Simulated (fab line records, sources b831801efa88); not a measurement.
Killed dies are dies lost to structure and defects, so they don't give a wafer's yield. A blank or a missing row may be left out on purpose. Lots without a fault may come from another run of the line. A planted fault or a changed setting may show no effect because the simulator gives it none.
fab line records | flow sky130
record lots=6 wafers=18 last_day=50
route steps=708 shown FIELD_ISO@19 NWELL@32 DNWELL@35 PWDE@45 SALICIDE@361 PAD_OPEN@708
lots that met no fault: from a run of the same line without faults
start_h: hours from the record's first day to the start of the lot's first wafer shown | wait_h: hours since the lot's step before | " the same as in the row above | L1.1+2: a row that stands for several wafers | - no value, or no start given | * or withheld: withheld | < > ~ a bound
route shown NAME@n: a module of which the file shows steps, and the number in the route of the first | usual: mean/standard deviation of fault-free wafers | same: alike in all rows | chamber/n: place in a boat | sites: the reading at each site | _std_site: their standard deviation | _edge_site: outer sites' mean less inner sites' | radius_mm: how far each site lies from the wafer's centre | mask NAME#n: copy n | behind: the tool/chamber that last shaped the wafer | hold: why the lot was held/for how many hours/how that ended | device: the transistor (n, p or np) that didn't switch | end of line: the same wafers' tests at the end of the route | a step without rows: its recipe alone | killed: dies lost to structure and defects at the first sort, not the wafer's yield | map: a wafer's dies, x killed, . not, _ none there
set.NAME: the setting as run; set.NAME@STEP: as run at that earlier step | model.NAME: the simulator's own value behind a step, which no gauge read
lots at some steps of the route; a table a step, a row a wafer
services: from which hour (start_h, from the record's first day; less than 0 if before it) a tool's chamber was out of use, for how many hours, and why
## steps
# step SKY_FIELD_ISO_WET_ETCH_18
# recipe chemistry=H3PO4 target_depth_nm=25 temp_c=160 target=Si3N4 time_s=286
# step SKY_FIELD_ISO_CLEAN_19
# recipe chemistry=SC1/SC2 mix=1:4:20 temp_c=70 time_s=150
# step SKY_FIELD_ISO_CLEAN_20
# recipe chemistry=dHF time_s=20 dilution=100:1
# step SKY_FIELD_ISO_WET_ETCH_21
# recipe chemistry=dHF dilution=100:1 target_depth_nm=20 dry=ipa_marangoni target=SiO2 temp_c=25 time_s=400
# step SKY_FIELD_ISO_OXIDATION_22
# recipe temp_c=950 ambient=O2 stabilise_s=600 purge_s=300 target_thk_a=100 ox_time_s=623
# step SKY_FIELD_ISO_THK_MEAS_23
# recipe reads=SiO2_of_FIELD_ISO_OXIDATION_22
# usual FIELD_ISO_OXIDATION_01_THK=10.02/0.2
# columns lot.wafer tool chamber start_h wait_h FIELD_ISO_OXIDATION_01_THK[nm]
L318.1 film_metro-01 - 48.36 0.0 9.80
L318.2 " - " " 9.77
L318.3 " - " " 9.86
L324.1 film_metro-01 - 77.98 0.0 10.12
L324.5 " - " " 10.14
L324.6 " - " " 9.96
L325.2 film_metro-03 - 83.32 0.0 10.25
L325.3 " - " " 10.37
L325.4 " - " " 10.43
L331.2 film_metro-01 - 116.27 0.0 10.00
L331.3 " - " " 10.02
L331.5 " - " " 9.89
L334.1 film_metro-01 - 131.25 0.0 10.03
L334.2 " - " " 10.02
L334.6 " - " " 10.04
L338.1 film_metro-03 - 151.01 0.0 9.99
L338.2 " - " " 10.13
L338.3 " - " " 10.07
# step SKY_FIELD_ISO_CVD_24
# recipe material=SiO2 target_thk_nm=595 temp_c=650 sigma_open_frac=0.3 time_s=99.2 sih4_flow_sccm=60 pressure_mtorr=6
# step SKY_FIELD_ISO_THK_MEAS_25
# recipe reads=SiO2_of_FIELD_ISO_CVD_24
# usual FIELD_ISO_CVD_24_THK=594/10
# columns lot.wafer tool chamber start_h wait_h FIELD_ISO_CVD_24_THK[nm]
L318.1 film_metro-01 - 48.49 0.0 596
L318.2 " - " " 598
L318.3 " - " " 600
L324.1 film_metro-04 - 78.11 0.0 592
L324.5 " - " " 591
L324.6 " - " " 578
L325.2 film_metro-01 - 83.45 0.0 586
L325.3 " - " " 572
L325.4 " - " " 581
L331.2 film_metro-04 - 116.40 0.0 591
L331.3 " - " " 602
L331.5 " - " " 612
L334.1 film_metro-03 - 131.38 0.0 586
L334.2 " - " " 608
L334.6 " - " " 582
L338.1 film_metro-04 - 151.14 0.0 613
L338.2 " - " " 583
L338.3 " - " " 612
# step SKY_FIELD_ISO_ANNEAL_26
# recipe temp_c=1000 time_s=1800 ambient=N2
# step SKY_FIELD_ISO_CMP_27
# recipe stop_on=Si3N4 t_overpolish_s=16 down_force_psi=4 platen_rpm=60 target_thk_nm=457.8 pad_velocity_m_s=0.94248
# usual head_pressure_psi=4.001/0.0091 motor_current_A=11.9/1.2 overpolish_run_s=16.000/0.0088 time_to_endpoint_s=115/5.5
# columns lot.wafer tool chamber start_h wait_h head_pressure_psi motor_current_A overpolish_run_s time_to_endpoint_s
L318.1 cmp-02 1 50.10 0.1 4.007 12.3 16.006 110
L318.3 " 2 " " 4.007 12.4 16.001 114
L318.2 " 3 " " 4.004 12.9 16.002 114
L324.1 cmp-01 3 80.78 0.0 3.986 13.0 16.014 115
L324.6 " 3 " " 3.985 12.6 16.010 110
L324.5 " 0 " " 3.998 12.0 15.984 119
L325.2 cmp-02 0 85.00 0.0 4.010 12.8 15.997 111
L325.3 " 1 " " 3.978 11.7 16.001 108
L325.4 " 2 " " 3.996 13.0 15.990 117
L331.2 cmp-01 0 118.00 0.1 4.004 12.1 15.987 117
L331.3 " 1 " " 3.991 11.0 15.998 126
L331.5 " 0 " " 4.009 12.2 16.004 119
L334.2 cmp-02 0 134.01 0.0 4.003 13.0 15.990 110
L334.1 " 2 " " 4.005 12.1 16.004 111
L334.6 " 1 " " 3.996 12.2 15.993 105
L338.1 cmp-01 0 153.13 0.0 4.015 11.4 16.010 126
L338.2 " 2 " " 4.006 9.0 16.005 114
L338.3 " 3 " " 4.004 13.0 16.017 119
# step SKY_FIELD_ISO_WET_ETCH_28
# recipe chemistry=dHF target_depth_nm=23.7 target=SiO2 dilution=10:1 temp_c=25 time_s=47
# step SKY_FIELD_ISO_WET_ETCH_29
# recipe chemistry=H3PO4 target_depth_nm=160 target=Si3N4 temp_c=160 time_s=1825
# step SKY_FIELD_ISO_WET_ETCH_30
# recipe chemistry=dHF target_depth_nm=25 target=SiO2 dilution=10:1 temp_c=25 time_s=50
# usual bath_heat_duty_pct=6.2/0.71 temp_c=25.00/0.11
# columns lot.wafer tool chamber start_h wait_h bath_heat_duty_pct temp_c model.SiO2_of_FIELD_ISO_CVD_24.thk_nm
L318.1 wet_bench-03 2 50.91 0.0 7.3 25.06 404
L318.2 " 2 " " 6.8 25.17 403.9
L318.3 " 2 " " 6.3 25.16 403.6
L324.1 wet_bench-03 0 81.62 0.0 20.5 36.04 390.7
L324.5 " 0 " " 20.8 35.92 391.3
L324.6 " 0 " " 22.2 36.10 390.1
L325.2 wet_bench-03 1 85.89 0.0 20.0 36.15 390.9
L325.3 " 1 " " 19.8 36.10 391.4
L325.4 " 1 " " 18.8 36.09 393.7
L331.2 wet_bench-01 2 118.79 0.0 6.0 24.99 406
L331.3 " 2 " " 5.9 25.03 406.9
L331.5 " 2 " " 5.8 25.01 406.3
L334.1 wet_bench-04 1 134.90 0.0 6.2 25.02 406.9
L334.2 " 1 " " 6.2 25.07 405.5
L334.6 " 1 " " 5.9 24.96 406.1
L338.1 wet_bench-01 3 154.02 0.0 5.2 25.11 407.6
L338.2 " 3 " " 6.4 24.99 405.4
L338.3 " 3 " " 5.8 25.05 406
# step SKY_NWELL_CLEAN_00
# recipe chemistry=SC1/SC2 mix=1:4:20 temp_c=70 time_s=150 dry=n2_spin
# step SKY_NWELL_OXIDATION_01
# recipe temp_c=900 ambient=O2 stabilise_s=600 purge_s=300 target_thk_a=100 ox_time_s=1418
# step SKY_NWELL_THK_MEAS_02
# recipe reads=SiO2_of_NWELL_OXIDATION_01
# usual NWELL_OXIDATION_THK=9.96/0.25
# columns lot.wafer tool chamber start_h wait_h NWELL_OXIDATION_THK[nm]
L318.1 film_metro-01 - 52.86 0.0 10.15
L318.2 " - " " 10.17
L318.3 " - " " 10.16
L324.1 film_metro-03 - 83.09 0.0 9.81
L324.5 " - " " 9.58
L324.6 " - " " 9.74
L325.2 film_metro-01 - 89.33 0.0 10.20
L325.3 " - " " 10.03
L325.4 " - " " 10.11
L331.2 film_metro-02 - 120.89 0.0 9.61
L331.3 " - " " 9.73
L331.5 " - " " 9.58
L334.1 film_metro-01 - 138.17 0.0 9.99
L334.2 " - " " 9.83
L334.6 " - " " 9.79
L338.1 film_metro-02 - 155.48 0.0 9.83
L338.2 " - " " 9.60
L338.3 " - " " 9.64
# step SKY_DNWELL_DEHYDRATE_00
# recipe temp_c=200 time_s=60
# step SKY_DNWELL_HMDS_01
# recipe prime_time_s=60 prime_temp_c=120
# step SKY_DNWELL_COAT_02
# recipe spin_rpm=2027 resist_thk_nm=3000
# step SKY_DNWELL_SOFTBAKE_03
# recipe temp_c=110 time_s=withheld
# step SKY_DNWELL_EXPOSE_04
# recipe mask_id=DNM na=0.57 target_cd_nm=3000 dose_mj=222
# step SKY_DNWELL_PEB_05
# recipe temp_c=115 time_s=withheld
# step SKY_DNWELL_DEVELOP_06
# recipe wall_angle_deg=90 developer=TMAH develop_time_s=60 dev_temp_c=23
# step SKY_DNWELL_IMPLANT_07
# recipe species=P energy_kev=withheld dose_cm2=withheld tilt_deg=withheld
# step SKY_DNWELL_STRIP_08
# recipe chemistry=O2/N2 power_w=1400 pressure_mtorr=1500 platen_temp_c=withheld o2_flow_sccm=3000 n2_flow_sccm=300 overash_fraction=0.5
# usual chamber_pressure_mTorr=1499.8/1.6 drypump_motor_current_A=6.2/0.43 oes_product_au=0.722/0.0048 strip_time_to_endpoint_s=36.64/0.078
# columns lot.wafer tool chamber start_h wait_h chamber_pressure_mTorr drypump_motor_current_A oes_product_au rf_hours_counter_h strip_time_to_endpoint_s
L318.1 plasma_asher-01 0 69.25 0.1 1502.6 6.7 0.725 37 36.58
L318.2 " 1 " " 1500.4 6.4 0.724 37 36.69
L318.3 " 0 " " 1498.1 6.7 0.728 - 36.64
L324.1 plasma_asher-01 1 100.54 0.1 1501.0 6.4 0.727 40 36.62
L324.5 " 1 " " 1500.1 6.4 0.720 - 36.76
L324.6 " 0 " " 1498.1 6.7 0.718 - 36.70
L325.2 plasma_asher-01 0 106.94 0.1 1502.6 6.7 0.731 41 36.51
L325.3 " 0 " " 1501.2 6.7 0.722 - 36.57
L325.4 " 1 " " 1499.9 6.4 0.719 - 36.53
L331.2 plasma_asher-03 0 139.89 0.1 1500.4 5.7 0.723 43 36.73
L331.3 " 0 " " 1498.9 5.7 0.717 - 36.83
L331.5 " 0 " " 1498.3 5.6 0.724 - 36.52
L334.1 plasma_asher-03 0 158.04 0.1 1501.1 5.7 0.726 45 36.69
L334.2 " 1 " " 1500.8 6.4 0.718 45 36.68
L334.6 " 1 " " 1498.2 6.4 0.717 - 36.56
L338.1 plasma_asher-01 0 176.10 0.1 1498.7 6.7 0.722 49 36.68
L338.2 " 1 " " 1497.9 6.4 0.728 49 36.76
L338.3 " 0 " " 1498.7 6.7 0.729 - 36.67
# step SKY_DNWELL_TW_MEAS_09
# usual DNWELL_TW=1115/4.7
# columns lot.wafer tool chamber start_h wait_h DNWELL_TW
L318.1 film_metro-02 - 69.35 0.1 1110
L318.2 " - " " 1106
L318.3 " - " " 1108
L324.1 film_metro-01 - 100.64 0.1 1113
L324.5 " - " " 1113
L324.6 " - " " 1121
L325.2 film_metro-03 - 107.36 0.4 1113
L325.3 " - " " 1120
L325.4 " - " " 1114
L331.2 film_metro-02 - 140.00 0.1 1113
L331.3 " - " " 1113
L331.5 " - " " 1111
L334.1 film_metro-02 - 158.14 0.1 1115
L334.2 " - " " 1121
L334.6 " - " " 1114
L338.1 film_metro-01 - 176.20 0.1 1110
L338.2 " - " " 1119
L338.3 " - " " 1113
# step SKY_PWDE_DEHYDRATE_00
# recipe temp_c=200 time_s=60
# step SKY_PWDE_HMDS_01
# recipe prime_time_s=60 prime_temp_c=120
# step SKY_PWDE_COAT_02
# recipe spin_rpm=2000 resist_thk_nm=3000
# step SKY_PWDE_SOFTBAKE_03
# recipe temp_c=110 time_s=withheld
# step SKY_PWDE_EXPOSE_04
# recipe mask_id=PWDEM na=0.6 source_shape=conventional sigma_outer=0.6 polarization=unpolarized target_cd_nm=840 dose_mj=214
# step SKY_PWDE_PEB_05
# recipe temp_c=115 time_s=withheld
# step SKY_PWDE_DEVELOP_06
# recipe wall_angle_deg=90 developer=TMAH develop_time_s=60 dev_temp_c=23
# step SKY_PWDE_OVL_MEAS_07
# usual PWDE_OVL=-0.1/1.6
# columns lot.wafer tool chamber start_h wait_h PWDE_OVL[nm]
L318.1 overlay-02 - 85.70 - -2.5
L318.2 " - " " 0.4
L318.3 " - " " -1.3
L324.1 overlay-02 - 122.11 - 2.2
L324.5 " - " " 0.7
L324.6 " - " " -0.1
L325.2 overlay-01 - 125.51 - -0.6
L325.3 " - " " -2.8
L325.4 " - " " -1.0
L331.2 overlay-01 - 159.97 - -0.6
L331.3 " - " " -0.2
L331.5 " - " " 0.9
L334.1 overlay-02 - 178.31 - 1.7
L334.2 " - " " 3.7
L334.6 " - " " 3.2
L338.1 overlay-02 - 197.65 - -1.7
L338.2 " - " " 0.8
L338.3 " - " " 0.1
# step SKY_PWDE_IMPLANT_08
# recipe species=B energy_kev=150 dose_cm2=3.6e+12 tilt_deg=withheld
# step SKY_PWDE_STRIP_09
# recipe chemistry=O2/N2 power_w=1400 pressure_mtorr=1500 platen_temp_c=withheld o2_flow_sccm=3000 n2_flow_sccm=300 overash_fraction=0.5
# usual chamber_pressure_mTorr=1500.0/1.3 drypump_motor_current_A=6.0/0.37 oes_product_au=0.723/0.0049 strip_time_to_endpoint_s=36.92/0.11
# columns lot.wafer tool chamber start_h wait_h chamber_pressure_mTorr drypump_motor_current_A oes_product_au rf_hours_counter_h strip_time_to_endpoint_s
L318.1 plasma_asher-02 1 85.89 0.1 1502.2 5.4 0.727 43 36.94
L318.2 " 0 " " 1501.0 6.0 0.723 43 36.97
L318.3 " 1 " " 1501.0 5.4 0.720 - 36.90
L324.1 plasma_asher-04 0 122.30 0.1 1500.2 6.4 0.731 31 37.00
L324.5 " 1 " " 1498.5 5.8 0.720 - 36.98
L324.6 " 0 " " 1501.9 6.4 0.722 - 36.92
L325.2 plasma_asher-03 1 125.69 0.1 1500.1 6.4 0.729 42 36.98
L325.3 " 0 " " 1498.8 5.7 0.724 - 37.06
L325.4 " 1 " " 1499.9 6.4 0.718 - 37.02
L331.2 plasma_asher-03 1 160.15 0.1 1499.2 6.4 0.724 46 36.84
L331.3 " 1 " " 1501.3 6.4 0.732 - 36.72
L331.5 " 1 " " 1500.3 6.4 0.730 - 36.72
L334.1 plasma_asher-04 1 178.50 0.1 1499.4 5.8 0.726 38 36.96
L334.2 " 0 " " 1498.6 6.4 0.718 38 36.89
L334.6 " 1 " " 1500.4 5.8 0.729 - 36.83
L338.1 plasma_asher-04 1 197.84 0.1 1501.3 5.8 0.724 40 37.09
L338.2 " 0 " " 1500.8 6.3 0.732 40 37.03
L338.3 " 1 " " 1502.6 5.8 0.727 - 37.02
# step SKY_PWDE_TW_MEAS_10
# usual PWDE_TW=374.7/1.6
# columns lot.wafer tool chamber start_h wait_h PWDE_TW
L318.1 film_metro-03 - 85.99 0.1 373.8
L318.2 " - " " 373.9
L318.3 " - " " 375.6
L324.1 film_metro-01 - 122.40 0.1 375.8
L324.5 " - " " 372.2
L324.6 " - " " 375.0
L325.2 film_metro-01 - 125.80 0.1 372.8
L325.3 " - " " 370.1
L325.4 " - " " 372.2
L331.2 film_metro-03 - 160.26 0.1 374.1
L331.3 " - " " 372.8
L331.5 " - " " 375.6
L334.1 film_metro-02 - 178.60 0.1 376.5
L334.2 " - " " 373.0
L334.6 " - " " 374.2
L338.1 film_metro-01 - 197.94 0.1 374.0
L338.2 " - " " 372.4
L338.3 " - " " 373.6
# step SKY_NWELL_DEHYDRATE_03
# recipe temp_c=200 time_s=60
# step SKY_NWELL_HMDS_04
# recipe prime_time_s=60 prime_temp_c=120
# step SKY_NWELL_COAT_05
# recipe spin_rpm=2000 resist_thk_nm=3000
# step SKY_NWELL_SOFTBAKE_06
# recipe temp_c=110 time_s=withheld
# step SKY_NWELL_EXPOSE_07
# recipe mask_id=NWM na=0.6 source_shape=conventional sigma_outer=0.6 polarization=unpolarized target_cd_nm=840 dose_mj=255
# step SKY_SALICIDE_CLEAN_00
# recipe chemistry=HF-last time_s=30 dilution=100:1 dry=ipa_marangoni
# columns lot.wafer tool chamber start_h wait_h model.SiO2_of_FIELD_ISO_CVD_24.thk_nm
L318.1 wet_bench-03 3 685.06 0.1 357.2
L318.2 " 3 " " 357.5
L318.3 " 3 " " 356.7
L324.1 wet_bench-03 3 729.67 0.1 344.2
L324.5 " 3 " " 344.8
L324.6 " 3 " " 343.7
L325.2 wet_bench-01 2 733.01 0.1 344.3
L325.3 " 2 " " 344.7
L325.4 " 2 " " 347
L331.2 wet_bench-02 3 782.65 0.1 360
L331.3 " 3 " " 360.7
L331.5 " 3 " " 360.4
L334.1 wet_bench-02 2 806.50 0.1 360
L334.2 " 2 " " 358.7
L334.6 " 2 " " 359.1
L338.1 wet_bench-03 0 831.67 0.1 361.5
L338.2 " 0 " " 359.1
L338.3 " 0 " " 359.8
# step SKY_PAD_OPEN_PROBE_99
# usual killed_at_M0_to_M3=44/6.8 killed_at_M4_up=2.9/1.7 killed_at_contacts=24/5.2 killed_at_front_end=15/4 killed_at_other=0.2/0.44 killed_dies=86/9.9 killed_open=47/7.9 killed_short=39/6.3
# same gross_dies=492 killed_at_back_side=0
# columns lot.wafer tool chamber start_h wait_h killed_at_M0_to_M3 killed_at_M4_up killed_at_contacts killed_at_front_end killed_at_other killed_dies killed_open killed_short model.etest.res_p_drift_20v.line_ohm_um model.etest.res_p_drift_20v.rs_ohm_sq model.etest.pfet_16v.r_on_ohm_um model.etest.res_iso_pwell.rs_ohm_sq model.etest.res_iso_pwell.line_ohm_um model.etest.cap_li_to_poly.c_af_um2 model.etest.cap_poly_to_well.c_af_um2 model.etest.field_p.vt_v
L318.1 prober-02 - 1105.18 0.1 37 2 32 17 0 88 41 47 1.024e+04 8481 1.501e+04 3042 1146 95.1 91.3 -40.98
L318.2 prober-02 - 1105.23 0.1 37 6 28 18 0 89 48 41 1.101e+04 9146 1.57e+04 3423 1289 98.03 91.24 -43.82
L318.3 prober-02 - 1105.28 0.2 41 4 16 22 0 83 47 35 1.018e+04 8345 1.49e+04 2960 1100 96.08 92.28 -40.15
L324.1 prober-02 - 1138.79 0.1 46 4 28 17 0 95 52 43 1.213e+04 1.022e+04 1.458e+04 2792 1059 95.16 98.22 -35.2
L324.5 prober-02 - 1138.99 0.2 45 4 33 18 0 100 46 53 1.259e+04 1.057e+04 1.467e+04 2888 1076 95.56 94.66 -36.38
L324.6 prober-02 - 1139.04 0.2 44 0 21 19 0 84 44 40 1.266e+04 1.058e+04 1.49e+04 2874 1094 90.9 95.41 -36.26
L325.2 prober-01 - 1140.74 0.1 47 5 23 8 0 83 32 51 1.036e+04 8768 1.476e+04 2923 1092 91.62 94.67 -38.31
L325.3 prober-01 - 1140.79 0.2 44 2 31 11 0 88 46 42 1.039e+04 8603 1.475e+04 2878 1103 91.82 94.09 -38.02
L325.4 prober-01 - 1140.84 0.2 53 5 29 17 0 104 65 39 1.05e+04 8772 1.477e+04 2975 1127 96.01 92.53 -38.77
L331.2 prober-01 - 1173.58 0.1 40 4 29 14 1 88 43 45 1.132e+04 9443 1.487e+04 2847 1062 99.18 90.12 -40.94
L331.3 prober-01 - 1173.63 0.2 47 4 17 13 0 81 37 43 1.134e+04 9457 1.48e+04 2823 1062 95.88 91.8 -40.78
L331.5 prober-01 - 1173.73 0.2 48 2 14 16 0 80 46 34 1.104e+04 9328 1.476e+04 2821 1053 103.2 92.62 -40.75
L334.1 prober-02 - 1186.33 0.1 45 3 31 14 0 93 53 40 1.069e+04 9049 1.52e+04 3009 1127 95.26 91.8 -41.12
L334.2 prober-02 - 1186.38 0.1 42 6 14 11 0 73 39 33 1.175e+04 9715 1.583e+04 3273 1249 97.77 86.86 -43.45
L334.6 prober-02 - 1186.58 0.2 45 1 17 12 1 76 34 42 1.106e+04 9304 1.532e+04 3073 1158 97.55 94.34 -41.88
L338.1 prober-02 - 1202.69 0.1 50 5 27 18 1 101 59 42 1.178e+04 9782 1.534e+04 3310 1224 99.45 87.99 -43.56
L338.2 prober-02 - 1202.74 0.1 43 3 20 17 0 83 52 31 1.068e+04 8800 1.482e+04 2877 1101 95.46 94 -40.27
L338.3 prober-02 - 1202.79 0.2 43 2 26 17 0 88 56 32 1.053e+04 8726 1.469e+04 2819 1060 96.85 93.62 -39.64
# killed by level:class
L318.1 CONTACT:geometric_particle:open=13 VIA2:geometric_particle:open=6 LI_CONTACT:geometric_particle:short=6 LI_CONTACT:geometric_particle:open=6 METAL1:geometric_particle:short=6 METAL2:geometric_particle:short=6 FIELD_ISO:geometric_particle:short=5 POLY_GATE:geometric_particle:short=5
L318.2 VIA1:geometric_particle:open=13 CONTACT:geometric_particle:open=10 LI_CONTACT:geometric_particle:open=7 VIA2:geometric_particle:open=5 METAL4:geometric_particle:short=5 FIELD_ISO:geometric_particle:short=4 LI_CONTACT:geometric_particle:short=4 CONTACT:geometric_particle:short=4
L318.3 VIA2:geometric_particle:open=9 POLY_GATE:geometric_particle:open=9 CONTACT:geometric_particle:open=8 METAL1:geometric_particle:short=7 VIA1:geometric_particle:open=7 FIELD_ISO:geometric_particle:short=4 LI_CONTACT:geometric_particle:open=4 METAL3:geometric_particle:short=4
L324.1 VIA1:geometric_particle:open=13 VIA3:geometric_particle:open=11 CONTACT:geometric_particle:open=10 VIA1:geometric_particle:short=10 LOCAL_INTERCONNECT:geometric_particle:short=8 FIELD_ISO:geometric_particle:open=5 FIELD_ISO:geometric_particle:short=4 LI_CONTACT:geometric_particle:open=4
L324.5 VIA1:geometric_particle:open=16 LOCAL_INTERCONNECT:geometric_particle:short=9 LI_CONTACT:geometric_particle:short=8 LI_CONTACT:geometric_particle:open=7 VIA2:geometric_particle:open=7 VIA1:geometric_particle:short=6 CONTACT:geometric_particle:open=5 METAL1:geometric_particle:short=5
L324.6 CONTACT:geometric_particle:open=9 VIA1:geometric_particle:open=9 METAL1:geometric_particle:short=7 POLY_GATE:geometric_particle:open=5 POLY_GATE:geometric_particle:short=5 LOCAL_INTERCONNECT:geometric_particle:short=5 LI_CONTACT:geometric_particle:open=5 METAL2:geometric_particle:short=5
L325.2 CONTACT:geometric_particle:short=11 METAL2:geometric_particle:short=10 VIA1:geometric_particle:open=6 VIA3:geometric_particle:open=6 LI_CONTACT:geometric_particle:open=5 VIA2:geometric_particle:open=5 METAL3:geometric_particle:short=5 METAL4:geometric_particle:short=5
L325.3 CONTACT:geometric_particle:open=13 VIA1:geometric_particle:open=12 CONTACT:geometric_particle:short=8 VIA3:geometric_particle:open=6 METAL2:geometric_particle:short=6 LI_CONTACT:geometric_particle:open=5 FIELD_ISO:geometric_particle:open=4 LOCAL_INTERCONNECT:geometric_particle:short=4
L325.4 CONTACT:geometric_particle:open=13 VIA3:geometric_particle:open=12 VIA1:geometric_particle:open=10 LI_CONTACT:geometric_particle:open=8 VIA2:geometric_particle:open=8 METAL2:geometric_particle:short=6 FIELD_ISO:geometric_particle:short=4 FIELD_ISO:geometric_particle:open=4
L331.2 CONTACT:geometric_particle:open=8 VIA1:geometric_particle:open=7 LI_CONTACT:geometric_particle:open=6 METAL1:geometric_particle:short=6 LI_CONTACT:geometric_particle:short=5 VIA3:geometric_particle:short=5 CONTACT:geometric_particle:short=5 VIA2:geometric_particle:open=5
L331.3 VIA1:geometric_particle:open=12 METAL1:geometric_particle:short=7 VIA2:geometric_particle:open=6 FIELD_ISO:geometric_particle:short=5 LI_CONTACT:geometric_particle:open=5 METAL2:geometric_particle:short=5 LOCAL_INTERCONNECT:geometric_particle:short=4 CONTACT:geometric_particle:short=4
L331.5 VIA1:geometric_particle:open=19 LI_CONTACT:geometric_particle:open=6 VIA2:geometric_particle:open=6 POLY_GATE:geometric_particle:open=5 POLY_GATE:geometric_particle:short=5 METAL2:geometric_particle:short=5 METAL1:geometric_particle:short=5 LOCAL_INTERCONNECT:geometric_particle:short=4
L334.1 VIA1:geometric_particle:open=11 LI_CONTACT:geometric_particle:open=10 CONTACT:geometric_particle:open=10 LOCAL_INTERCONNECT:geometric_particle:short=8 VIA3:geometric_particle:open=7 VIA3:geometric_particle:short=6 VIA2:geometric_particle:open=5 VIA1:geometric_particle:short=5
L334.2 VIA1:geometric_particle:open=12 METAL1:geometric_particle:short=7 CONTACT:geometric_particle:open=6 VIA1:geometric_particle:short=6 VIA2:geometric_particle:open=5 VIA3:geometric_particle:open=4 METAL2:geometric_particle:short=4 CONTACT:geometric_particle:short=3
L334.6 METAL1:geometric_particle:short=9 VIA1:geometric_particle:open=8 VIA1:geometric_particle:short=7 VIA2:geometric_particle:open=5 FIELD_ISO:geometric_particle:short=4 LOCAL_INTERCONNECT:geometric_particle:short=4 CONTACT:geometric_particle:short=4 CONTACT:geometric_particle:open=4
L338.1 VIA1:geometric_particle:open=14 CONTACT:geometric_particle:open=11 LI_CONTACT:geometric_particle:open=8 FIELD_ISO:geometric_particle:open=6 VIA3:geometric_particle:open=6 VIA3:geometric_particle:short=5 VIA1:geometric_particle:short=5 VIA2:geometric_particle:open=5
L338.2 VIA1:geometric_particle:open=11 CONTACT:geometric_particle:open=7 VIA1:geometric_particle:short=7 METAL1:geometric_particle:open=6 VIA2:geometric_particle:open=6 FIELD_ISO:geometric_particle:open=4 LI_CONTACT:geometric_particle:open=4 CONTACT:geometric_particle:short=4
L338.3 VIA1:geometric_particle:open=11 CONTACT:geometric_particle:open=9 VIA3:geometric_particle:open=8 POLY_GATE:geometric_particle:open=7 LOCAL_INTERCONNECT:geometric_particle:short=7 LI_CONTACT:geometric_particle:open=5 METAL1:geometric_particle:short=5 VIA2:geometric_particle:open=4
## services
# columns tool chamber start_h hours kind
cmp-01 - 28.09 1.3 repair
cmp-01 - 38.25 0.5 repair
plasma_asher-01 - 47.73 11.3 repair
cmp-02 - 58.92 5.9 pm
cmp-01 - 64.08 4.0 pm
plasma_asher-03 - 64.17 4.1 repair
cmp-02 - 87.31 4.7 pm
cmp-02 - 117.47 2.9 repair
cmp-02 - 117.88 1.6 repair
plasma_asher-04 - 151.43 0.7 repair
cmp-01 - 157.45 5.1 pm
cmp-02 - 184.25 2.3 repair
plasma_asher-01 - 205.14 2.2 repair
plasma_asher-01 - 358.23 0.8 repair
plasma_asher-01 - 368.64 2.8 pm
plasma_asher-03 - 416.80 2.8 pm
plasma_asher-01 - 421.33 9.0 pm
plasma_asher-01 - 475.39 5.9 repair
plasma_asher-03 - 479.09 0.7 repair
plasma_asher-03 - 498.32 3.3 repair
wet_bench-03 - 582.65 1.9 repair
plasma_asher-03 - 641.31 2.7 repair
plasma_asher-03 - 733.75 9.0 pm
plasma_asher-01 - 808.07 0.4 repair
## key
first_sign step=SKY_FIELD_ISO_WET_ETCH_30 reading=temp_c direction=up sigmas=99+ usual=* struck=*
effect step=SKY_FIELD_ISO_WET_ETCH_30 reading=bath_heat_duty_pct direction=up sigmas=20 usual=6.2 struck=20.3
model_effect step=SKY_FIELD_ISO_WET_ETCH_30 value=SiO2_of_FIELD_ISO_CVD_24.thk_nm without=405.2 struck=391.4
model_effect step=SKY_SALICIDE_CLEAN_00 value=SiO2_of_FIELD_ISO_CVD_24.thk_nm without=358.7 struck=344.8
model_effect step=SKY_PAD_OPEN_PROBE_99 value=etest.res_p_drift_20v.line_ohm_um without=1.266e+04 struck=1.144e+04
met_at SKY_FIELD_ISO_WET_ETCH_30
struck_wafers L324.1,L324.5,L324.6,L325.2,L325.3,L325.4
tester_left_out L324,L325
onset_between 50.91 81.62
fault kind=process_parameter_drift tool=wet_bench-03 chamber=- onset_h=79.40 steps=SKY_FIELD_ISO_WET_ETCH_30 channel=temp_c offset=* shape=step end_h=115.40 acts_in=* stated=*
# tester_left_out: of these lots the tester's yield and bins aren't shown, on N5 and GAA mostly nor the transistor test; their killed dies are dies lost to structure and defects alone, not to doping, threshold or leakage, so they don't give the yield
